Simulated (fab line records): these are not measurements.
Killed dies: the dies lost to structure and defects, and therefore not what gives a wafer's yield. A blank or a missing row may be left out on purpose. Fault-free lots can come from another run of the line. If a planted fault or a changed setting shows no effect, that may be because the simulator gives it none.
A struck lot beside a sound one | flow gf180mcu | 15 steps out of a route of 602
Sound: these wafers, L593.1, L593.2, L593.3. Struck: wafers L595.1, L595.4, L595.6. The cause is named last.
At each step with rows: each side's tool, then ch and its chambers, then its first start. Under that, the readings that differ: sound wafers | struck wafers | difference of the means | sigmas: that difference in standard deviations of wafers without a fault.
alike: words and numbers the same on both sides, and readings whose means are apart by under 2 such deviations; not compared: readings that were withheld, readings missing a value for some wafer, numbers with overlapping values and no deviation given by the record, and bounds like >300 which may hide the same value.
Wherever a step has rows on one side only, a row that says differs or no value, or a row with sigmas, the two part there. Non-overlapping numbers with no deviation appear without sigmas and do not part them. A reading that every wafer of one side lacks parts them only if that side has two wafers or more.

GF_V4_BOW_MEAS_05:
  sound on film_metro-01 at day 24 13:35; struck on film_metro-04 at day 25 05:25
  alike: V4_BOW
then, 8 steps without rows for these wafers: GF_V4_DEHYDRATE_06 (time 60 s); GF_V4_HMDS_07 (prime time 60 s); GF_V4_COAT_08; GF_V4_COAT_09 (resist thk 1000 nm); GF_V4_SOFTBAKE_10 (time 60 s); GF_V4_EXPOSE_11 (exposes mask Via4, target cd 260 nm); GF_V4_PEB_12 (peb time 90 s); GF_V4_DEVELOP_13 (develop time 60 s).
GF_V4_CD_MEAS_14 targets a cd of 260 nm.
  sound on cd_sem-02 at day 25 11:07; struck on cd_sem-02 at day 26 02:38
  alike: cd_nm
GF_V4_OVL_MEAS_15:
  sound on overlay-01 at day 25 11:14; struck on overlay-01 at day 26 02:46
  alike: V4_OVL
GF_V4_ETCH_16: etches BARC in N2/H2.
  sound on rie_diel-04 ch 1,2,3, day 25 11:16; struck on rie_diel-02 ch 1,2, day 26 02:47
  alike: bias_w, chamber_pressure_mTorr, drypump_motor_current_A, oes_product_au, throttle_valve_pct
GF_V4_ETCH_17: etches SiO2 in C4F8/O2/Ar, stops on TiN, target depth 630 nm.
  sound on rie_diel-04 ch 1,2,3, day 25 11:00; struck on rie_diel-02 ch 1,2, day 26 02:00
  no value came back on the struck wafers for bias_w (W), chamber_pressure_mTorr (mTorr), oes_product_au (a.u.); on the sound wafers bias_w (W) reads 1202 1194 1196
GF_V4_STRIP_18: strips in O2/N2.
  sound on plasma_asher-02 ch 0,1, day 25 11:24; struck on plasma_asher-01 ch 0,1, day 26 02:55
  reading               | sound             | struck            | difference | sigmas
  oes_product_au (a.u.) | 0.590 0.591 0.589 | 0.670 0.663 0.672 | +0.078     | +16
  alike: chamber_pressure_mTorr, drypump_motor_current_A, heater_power_w
  not compared: rf_hours_counter_h
then, 1 step without rows for these wafers: GF_V4_STRIP_19 (strips in post etch residue remover, time 1200 s).

## WHERE THEY PART
First at GF_V4_ETCH_17; last, within this record, at GF_V4_STRIP_18.

WHY: whatever the simulator had introduced
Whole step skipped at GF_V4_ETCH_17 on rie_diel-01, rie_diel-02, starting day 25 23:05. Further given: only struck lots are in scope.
